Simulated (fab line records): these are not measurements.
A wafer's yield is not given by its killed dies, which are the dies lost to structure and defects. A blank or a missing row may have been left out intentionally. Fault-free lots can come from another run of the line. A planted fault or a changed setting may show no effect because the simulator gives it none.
Which of the tools did it? ; flow sky130 ; Sampling: 15 lots, 45 wafers, 4 of 708 route steps

WHAT THE GAUGES SHOWED, per wafer
SKY_FIELD_ISO_CD_MEAS_13: target cd 150 nm.
lot;measured;on;cdNm (nm)
L392;day 2 07:54;cdSem-02;148.7 150.6 148.9
L393;day 2 10:10;cdSem-01;149.0 150.4 151.0
L394;day 2 16:03;cdSem-01;150.6 149.9 150.9
L395;day 2 22:58;cdSem-02;151.1 150.9 150.3
L397;day 3 07:58;cdSem-02;149.6 146.9 148.5
L398;day 3 12:10;cdSem-02;149.8 149.9 150.5
L399;day 3 19:34;cdSem-02;149.8 149.1 149.5
L401;day 4 04:22;cdSem-02;150.0 151.7 150.1
L402;day 4 07:53;cdSem-01;150.7 150.8 152.5
L403;day 4 15:17;cdSem-02;149.2 148.9 148.5
L404;day 4 19:03;cdSem-01;150.0 148.7 148.8
L405;day 4 22:59;cdSem-01;148.3 146.7 146.8
L410;day 6 02:25;cdSem-02;148.9 148.9 149.9
L411;day 6 07:31;cdSem-01;151.0 151.3 150.4
L412;day 6 12:46;cdSem-02;150.2 151.0 150.8

SKY_FIELD_ISO_THK_MEAS_23.
lot;measured;on;FIELD_ISO_OXIDATION_01_THK (nm)
L392;day 2 09:45;filmMetro-02;9.93 9.98 10.18
L393;day 2 12:54;filmMetro-04;9.80 10.12 9.81
L394;day 2 18:48;filmMetro-04;10.11 10.18 10.14
L395;day 3 01:19;filmMetro-04;10.12 9.98 10.14
L397;day 3 11:07;filmMetro-02;9.86 9.75 9.84
L398;day 3 14:01;filmMetro-03;10.34 10.39 10.34
L399;day 3 21:44;filmMetro-04;10.24 10.15 10.16
L401;day 4 06:12;filmMetro-03;10.19 10.03 10.16
L402;day 4 10:26;filmMetro-02;4.12 4.03 4.17
L403;day 4 17:17;filmMetro-04;10.22 10.22 10.04
L404;day 4 21:32;filmMetro-04;4.56 4.62 4.62
L405;day 5 01:36;filmMetro-04;4.08 4.16 4.09
L410;day 6 05:06;filmMetro-02;10.32 10.27 10.27
L411;day 6 09:23;filmMetro-04;10.17 10.02 10.30
L412;day 6 15:01;filmMetro-02;10.16 10.41 10.19

SKY_NWELL_THK_MEAS_02.
lot;measured;on;NWELL_OXIDATION_THK (nm)
L392;day 2 15:41;filmMetro-03;9.84 9.98 10.11
L393;day 2 16:56;filmMetro-02;10.25 10.21 10.18
L394;day 3 00:23;filmMetro-01;9.84 10.07 10.03
L395;day 3 05:55;filmMetro-03;10.25 10.09 10.11
L397;day 3 16:34;filmMetro-03;9.67 10.00 9.74
L398;day 3 21:22;filmMetro-03;10.15 10.00 10.05
L399;day 4 03:04;filmMetro-03;10.30 10.43 10.46
L401;day 4 11:02;filmMetro-03;10.33 10.27 10.27
L402;day 4 15:02;filmMetro-03;10.06 10.05 10.02
L403;day 4 21:53;filmMetro-01;10.15 10.31 10.13
L404;day 5 02:17;filmMetro-03;9.76 9.92 9.99
L405;day 5 06:37;filmMetro-03;10.08 10.30 10.30
L410;day 6 10:39;filmMetro-03;10.20 10.21 10.16
L411;day 6 13:33;filmMetro-02;10.18 10.04 10.09
L412;day 6 20:17;filmMetro-02;10.57 10.41 10.40

TOOL THAT RAN EACH LOT (tool first, then ch and the chambers of the sampled wafers, then the start)
lot;SKY_FIELD_ISO_OXIDATION_22
L392;furnace-02 ch 0, day 2 08:35
L393;furnace-01 ch 0, day 2 11:44
L394;furnace-02 ch 0, day 2 17:38
L395;furnace-01 ch 0, day 3 00:08
L397;furnace-02 ch 0, day 3 09:56
L398;furnace-02 ch 0, day 3 12:50
L399;furnace-01 ch 0, day 3 20:34
L401;furnace-02 ch 0, day 4 05:02
L402;furnace-01 ch 0, day 4 09:14
L403;furnace-02 ch 0, day 4 16:05
L404;furnace-01 ch 0, day 4 20:22
L405;furnace-01 ch 0, day 5 00:25
L410;furnace-02 ch 0, day 6 03:55
L411;furnace-02 ch 0, day 6 08:13
L412;furnace-02 ch 0, day 6 13:49
- SKY_FIELD_ISO_OXIDATION_22: stabilise 600 s, purge 300 s, target thk 10 nm.

WHAT THE TOOLS THEMSELVES READ (means of the sampled wafers that have a number; where no wafer has one, the mark that the record gives instead)
SKY_FIELD_ISO_OXIDATION_22.
lot;tool;oxTempCMax
L392;furnace-02;955.1
L393;furnace-01;954.1
L394;furnace-02;957.6
L395;furnace-01;955.2
L397;furnace-02;956.3
L398;furnace-02;957.5
L399;furnace-01;954.4
L401;furnace-02;956.0
L402;furnace-01;955.2
L403;furnace-02;956.4
L404;furnace-01;954.9
L405;furnace-01;955.0
L410;furnace-02;956.6
L411;furnace-02;957.1
L412;furnace-02;956.2

THE ANSWER, worked out from the rows above alone
Rule: the usual values come from the lots themselves. Put in order of their means at a reading, lots are off if they are a third of the lots or fewer, leave a main group of 4 or more, and stand apart from it by a gap of 3 or more times the standard deviation of the main group's means; of several such gaps the widest counts. A main group whose means are all the same, to the digits that the tables above print for the reading, isn't used. Also off: a lot with no number at a reading for which 4 or more lots have one. Where the step has rows for the other lots, those lots are counted as sound. The gauges are gone through in route order, then the tools' own readings, and for those a lot's mean is taken as printed above. At the first step where some lot is off, the reading lying furthest off is the one used; lots without a number count as furthest.
Off: at SKY_FIELD_ISO_THK_MEAS_23 (FIELD_ISO_OXIDATION_01_THK), L402, L404, L405. The main group has a mean of 10.13 nm with a standard deviation of 0.15.
A tool fits if, at a process step before that reading, it ran every lot that is off, and no sound lot after the first of them. Those tools and the gauges at SKY_FIELD_ISO_THK_MEAS_23 are tried in the same way. One fits: furnace-01 at SKY_FIELD_ISO_OXIDATION_22. A fault onset in the window from L399 (day 3 20:34, its last sound lot) to L402 (day 4 09:14, its first lot off) fits.

WHAT THE SIMULATOR HAD PUT IN
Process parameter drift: furnace-01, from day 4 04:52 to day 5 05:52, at SKY_FIELD_ISO_OXIDATION_22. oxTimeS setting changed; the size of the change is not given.
Struck lots among those shown: L402, L404, L405. The rule above reached the same finding.
